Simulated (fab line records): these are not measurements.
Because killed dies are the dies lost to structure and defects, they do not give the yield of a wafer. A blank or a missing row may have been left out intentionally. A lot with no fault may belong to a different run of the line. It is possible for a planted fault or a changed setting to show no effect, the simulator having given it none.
fab line records	flow sfqLine
record: lots: 6	wafers: 18	lastDay: 85
route steps=325 shown L0@12 L0V@16
lots that met no fault: taken from a fault-free run of the same line
startH: start of the lot's first displayed wafer, in hours after the record's first day	waitH: hours elapsed since this lot's preceding step	" unchanged from the row above	L1.1+2: one row covering several wafers at once	- no value, or no start given	* or withheld: withheld	< > ~ a bound
route shown NAME@n: NAME is a module with steps in the file, n the number in the route of the first one	usual: average and standard deviation across the fault-free wafers	same: alike in all rows	chamber/n: place in a boat	sites: per-site readings	_std_site: standard deviation of those values	_edge_site: the outer-site mean with the inner-site mean subtracted	radiusMm: for every site, how far away it sits from the centre of the wafer	mask NAME#n: copy n	behind: the tool/chamber that last shaped the wafer	hold: reason for holding the lot/hours on hold/outcome of the hold	device: the transistor (n, p or np) that didn't switch	end of line: the tests these same wafers got at the end of their route	a step given without rows: its recipe and nothing more	killed: the dies lost at the first sort to structure and to defects; this is not the yield of the wafer	map: the dies of a wafer, with x for killed, . for not killed, _ for no die there
set.NAME: the setting the step ran with; set.NAME@STEP: the setting that earlier step ran with	model.NAME: the simulator's own value behind a step, which no gauge read
lots seen at some steps along the route; tables by step, rows by wafer
services: when a tool's chamber went out of use (startH, in hours from the record's first day, below 0 if earlier), for how many hours, and the reason
== steps ==
step: SFQ_TRILAYER_L0_BARC_OPEN_METAL_ETCH_010
recipe: maskMaterial: PR	chemistry: O2	targetDepthNm: 125	target: BARC	icpW: 600	biasW: 80	pressureMtorr: 10	timeS: 41.7
usual: drypumpMotorCurrentA: 5.9/0.39	oesProductAu: 0.685/0.0043	runLengthS: 69.8/0.43
lot.wafer	tool	chamber	startH	waitH	drypumpMotorCurrentA	oesProductAu	rfHoursCounterH	runLengthS
L570.1	rieMetal-02	0	85.05	0.1	5.6	0.683	120	70.3
L570.3	"	0	"	"	5.6	0.693	-	70.1
L570.6	"	1	"	"	6.5	0.674	-	69.7
L574.1	rieMetal-02	0	105.98	0.1	5.6	0.686	123	70.1
L574.2	"	1	"	"	6.5	0.688	161	69.2
L574.4	"	0	"	"	5.6	0.682	-	70.1
L580.1	rieMetal-03	1	137.20	0.1	6.1	0.685	139	69.9
L580.3	"	0	"	"	5.5	0.688	-	69.1
L580.5	"	1	"	"	6.1	0.679	-	69.6
L581.2	rieMetal-04	0	144.40	0.1	5.9	0.688	162	70.9
L581.3	"	1	"	"	5.3	0.689	-	69.9
L581.4	"	0	"	"	5.9	0.689	-	70.5
L588.3	rieMetal-04	0	187.42	0.1	5.9	0.678	-	70.4
L588.4	"	1	"	"	5.4	0.679	-	69.7
L588.6	"	1	"	"	5.4	0.688	-	69.7
L589.4	rieMetal-04	1	194.74	0.1	5.4	0.686	-	69.6
L589.5	"	1	"	"	5.4	0.691	-	69.6
L589.6	"	0	"	"	5.9	0.686	-	70.5
step: SFQ_TRILAYER_L0_ETCH_METAL_ETCH_008
recipe: target: MoNx_KI	stopOn: SiO2	maskMaterial: PR	chemistry: SF6/O2	targetDepthNm: 50	icpW: 600	biasW: 80	pressureMtorr: 10	timeS: 25
usual: drypumpMotorCurrentA: 5.9/0.39	oesProductAu: 0.870/0.0073	runLengthS: 53.1/0.42
lot.wafer	tool	chamber	startH	waitH	drypumpMotorCurrentA	oesProductAu	rfHoursCounterH	runLengthS
L570.1	rieMetal-02	0	85.11	0.0	5.6	0.884	120	53.6
L570.3	"	0	"	"	5.6	0.883	-	53.4
L570.6	"	1	"	"	6.5	0.875	-	52.7
L574.1	rieMetal-02	0	106.04	0.0	5.6	0.868	123	53.3
L574.2	"	1	"	"	6.5	0.863	161	53.0
L574.4	"	0	"	"	5.6	0.861	-	53.3
L580.1	rieMetal-03	1	137.26	0.0	6.1	0.865	139	52.8
L580.3	"	0	"	"	5.6	0.874	-	52.8
L580.5	"	1	"	"	6.1	0.862	-	52.8
L581.2	rieMetal-04	0	144.46	0.0	5.9	0.862	162	54.5
L581.3	"	1	"	"	5.4	0.866	-	53.2
L581.4	"	0	"	"	5.9	0.867	-	54.2
L588.3	rieMetal-04	0	187.47	0.0	5.9	0.866	-	53.6
L588.4	"	1	"	"	5.3	0.871	-	52.9
L588.6	"	1	"	"	5.3	0.865	-	53.2
L589.4	rieMetal-04	1	194.80	0.0	5.3	0.883	-	52.9
L589.5	"	1	"	"	5.4	0.871	-	52.9
L589.6	"	0	"	"	5.9	0.882	-	54.2
step: SFQ_TRILAYER_L0_STRIP_STRIP_009
recipe: gas: O2	powerW: 200	platenTempC: 40	overashFraction: 0.65	chemistry: O2	pressureMtorr: 50
usual: drypumpMotorCurrentA: 5.9/0.39	oesProductAu: 1.001/0.0086
same: overashFraction: 0.65
lot.wafer	tool	chamber	startH	waitH	drypumpMotorCurrentA	oesProductAu	rfHoursCounterH
L570.1	rieMetal-02	0	85.16	0.0	5.6	1.011	120
L570.3	"	0	"	"	5.6	1.010	-
L570.6	"	1	"	"	6.5	0.990	-
L574.1	rieMetal-02	0	106.09	0.0	5.6	1.010	123
L574.2	"	1	"	"	6.5	0.990	161
L574.4	"	0	"	"	5.6	1.014	-
L580.1	rieMetal-03	1	137.30	0.0	6.1	1.010	139
L580.3	"	0	"	"	5.6	0.997	-
L580.5	"	1	"	"	6.1	1.013	-
L581.2	rieMetal-04	0	144.50	0.0	5.9	1.000	162
L581.3	"	1	"	"	5.3	1.009	-
L581.4	"	0	"	"	5.9	1.000	-
L588.3	rieMetal-04	0	187.70	0.2	5.9	0.998	-
L588.4	"	1	"	"	5.4	1.002	-
L588.6	"	1	"	"	5.4	1.003	-
L589.4	rieMetal-04	1	195.03	0.2	5.4	0.994	-
L589.5	"	1	"	"	5.3	0.999	-
L589.6	"	0	"	"	5.9	0.993	-
step: SFQ_TRILAYER_L0_STRIP_SOLV_CLEAN_010
recipe: chemistry: NMP	tempC: 70	timeS: 600
step: SFQ_TRILAYER_L0_CAP_PECVD_011
recipe: material: SiO2	tempC: 150	timeS: 13.333	pressureTorr: 2.4	rfW: 183.3	precursor: SiH4/N2O	targetThkNm: 60
usual: heaterPowerW: 84/25	throttleValvePct: 25.1/1.2
lot.wafer	tool	chamber	startH	waitH	heaterPowerW	throttleValvePct
L570.1	pecvd-01	0	85.93	0.0	57	24.5
L570.3	"	1	"	"	113	23.4
L570.6	"	2	"	"	82	26.3
L574.1	pecvd-02	1	106.88	0.0	100	26.2
L574.2	"	0	"	"	117	24.8
L574.4	"	0	"	"	119	24.8
L580.1	pecvd-02	1	138.08	0.0	100	26.4
L580.3	"	0	"	"	112	24.8
L580.5	"	2	"	"	40	26.6
L581.2	pecvd-02	2	145.28	0.0	33	26.5
L581.3	"	0	"	"	117	24.8
L581.4	"	1	"	"	107	26.2
L588.3	pecvd-01	2	188.28	0.0	78	26.2
L588.4	"	2	"	"	82	26.3
L588.6	"	0	"	"	63	24.8
L589.4	pecvd-01	1	195.61	0.0	101	23.5
L589.5	"	2	"	"	83	26.6
L589.6	"	0	"	"	63	24.6
step: SFQ_TRILAYER_L0_VIA_LITHO_COAT_018
recipe: resist: BARC	spinRpm: 3000	resistThkNm: 62
step: SFQ_TRILAYER_L0_VIA_LITHO_COAT_013
recipe: resist: KrF	spinRpm: 3000	resistThkNm: 650
step: SFQ_TRILAYER_L0_VIA_LITHO_SOFTBAKE_017
recipe: tempC: withheld	timeS: withheld	resist: KrF
step: SFQ_TRILAYER_L0_VIA_LITHO_EXPOSE_014
recipe: maskId: L0V	na: 0.6	sourceShape: conventional	sigmaOuter: 0.65	targetCdNm: 700	doseMj: 21.3
step: SFQ_TRILAYER_L0_VIA_LITHO_PEB_016
recipe: pebTempC: 115	pebTimeS: 60	resist: KrF
step: SFQ_TRILAYER_L0_VIA_LITHO_DEVELOP_015
recipe: timeS: 60	resist: KrF
step: SFQ_L0V_OVL_MEAS_903
usual: L0V_OVL: 3/4.8
lot.wafer	tool	chamber	startH	waitH	L0V_OVL[nm]
L570.1	overlay-01	-	165.80	0.1	-7
L570.3	"	-	"	"	1
L570.6	"	-	"	"	-1
L574.1	overlay-02	-	193.52	0.1	2
L574.2	"	-	"	"	5
L574.4	"	-	"	"	6
L580.1	overlay-02	-	219.92	0.1	1
L580.3	"	-	"	"	3
L580.5	"	-	"	"	3
L581.2	overlay-02	-	227.13	0.1	5
L581.3	"	-	"	"	8
L581.4	"	-	"	"	9
L588.3	overlay-02	-	298.16	0.1	5
L588.4	"	-	"	"	0
L588.6	"	-	"	"	7
L589.4	overlay-01	-	311.36	0.1	-2
L589.5	"	-	"	"	2
L589.6	"	-	"	"	1
step: SFQ_TRILAYER_L0_VIA_BARC_OPEN_VIA_ETCH_021
recipe: maskMaterial: PR	chemistry: O2	targetDepthNm: 125	target: BARC	sourceW: 500	biasW: 80	pressureMtorr: 30	timeS: 41.7
usual: drypumpMotorCurrentA: 6.0/0.4	oesProductAu: 0.686/0.0051	runLengthS: 69.9/0.4
lot.wafer	tool	chamber	startH	waitH	drypumpMotorCurrentA	oesProductAu	rfHoursCounterH	runLengthS
L570.1	rieDiel-04	1	165.83	0.0	6.1	0.686	45	70.5
L570.3	"	3	"	"	5.8	0.684	44	69.6
L570.6	"	1	"	"	6.1	0.682	-	69.7
L574.1	rieDiel-03	2	193.56	0.0	6.3	0.681	122	70.1
L574.2	"	3	"	"	6.2	0.691	88	69.7
L574.4	"	0	"	"	6.7	0.690	145	70.8
L580.1	rieDiel-04	2	219.96	0.0	6.2	0.683	109	72.0
L580.3	"	1	"	"	6.1	0.694	46	70.0
L580.5	"	1	"	"	6.1	0.685	-	69.9
L581.2	rieDiel-04	3	227.16	0.0	5.8	0.685	45	69.4
L581.3	"	2	"	"	6.2	0.662	109	71.6
L581.4	"	0	"	"	5.9	0.688	0	70.2
L588.3	rieDiel-03	1	298.18	0.0	6.2	0.686	4	70.8
L588.4	"	3	"	"	6.2	0.687	89	69.8
L588.6	"	1	"	"	6.2	0.683	-	70.4
L589.4	rieDiel-03	0	311.40	0.0	6.7	0.689	-	70.3
L589.5	"	1	"	"	6.2	0.682	-	70.1
L589.6	"	3	"	"	6.2	0.690	-	69.9
step: SFQ_TRILAYER_L0_VIA_ETCH_VIA_ETCH_016
recipe: target: SiO2	stopOn: MoNx_KI	maskMaterial: PR	chemistry: CHF3	targetDepthNm: 80	sourceW: 500	biasW: 80	pressureMtorr: 30	timeS: withheld
usual: drypumpMotorCurrentA: 6.0/0.4	oesProductAu: 0.841/0.0072
lot.wafer	tool	chamber	startH	waitH	drypumpMotorCurrentA	oesProductAu
L570.1	rieDiel-04	1	165.87	0.0	6.2	0.839
L570.3	"	3	"	"	5.8	0.837
L570.6	"	1	"	"	6.2	0.846
L574.1	rieDiel-03	2	193.60	0.0	6.3	0.840
L574.2	"	3	"	"	6.2	0.837
L574.4	"	0	"	"	6.7	0.842
L580.1	rieDiel-04	2	220.00	0.0	6.2	0.840
L580.3	"	1	"	"	6.1	0.834
L580.5	"	1	"	"	6.1	0.847
L581.2	rieDiel-04	3	227.20	0.0	5.8	0.831
L581.3	"	2	"	"	6.2	0.828
L581.4	"	0	"	"	5.8	0.848
L588.3	rieDiel-03	1	298.22	0.0	6.2	0.839
L588.4	"	3	"	"	6.2	0.844
L588.6	"	1	"	"	6.2	0.844
L589.4	rieDiel-03	0	311.44	0.0	6.7	0.851
L589.5	"	1	"	"	6.1	0.849
L589.6	"	3	"	"	6.2	0.839
== services ==
tool	chamber	startH	hours	kind
rieMetal-03	-	61.83	0.7	repair
rieMetal-03	-	130.66	1.0	repair
rieDiel-04	0	136.52	20.9	repair
rieDiel-04	2	146.78	12.2	repair
rieMetal-03	-	150.23	5.7	repair
rieDiel-03	3	158.15	3.8	repair
rieDiel-03	2	160.71	9.7	repair
pecvd-02	-	173.99	0.3	repair
rieDiel-04	0	175.29	-	clean
pecvd-02	0	176.62	16.8	repair
rieDiel-04	0	199.88	3.5	repair
rieMetal-04	0	202.08	7.5	repair
pecvd-01	-	246.64	6.0	pm
rieDiel-03	-	250.05	2.2	repair
rieMetal-02	0	266.03	14.2	repair
rieMetal-02	-	272.10	0.8	repair
pecvd-01	1	273.73	11.3	repair
rieDiel-03	2	276.70	16.6	repair
rieMetal-04	0	277.92	-	clean
rieMetal-04	0	277.92	18.8	scheduledDown
rieMetal-04	0	277.92	18.8	ventCycle
rieMetal-03	-	283.13	0.6	repair
rieMetal-02	-	301.08	4.3	pm
rieDiel-03	2	301.78	12.5	repair
== key ==
firstSign: step: SFQ_TRILAYER_L0_VIA_BARC_OPEN_VIA_ETCH_021	reading: runLengthS	direction: up	sigmas: 4.6	usual: *	struck: *
effect: step: SFQ_TRILAYER_L0_VIA_BARC_OPEN_VIA_ETCH_021	reading: oesProductAu	direction: down	sigmas: 2.6	usual: 0.686	struck: 0.672
metAt SFQ_TRILAYER_L0_VIA_BARC_OPEN_VIA_ETCH_021
struckWafers L580.1,L581.3
fault: kind: processParameterDrift	tool: rieDiel-04	chamber: 2	onsetH: 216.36	steps: SFQ_TRILAYER_L0_VIA_BARC_OPEN_VIA_ETCH_021	channel: timeS	offset: *	shape: step	endH: 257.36	actsIn: *	stated: *
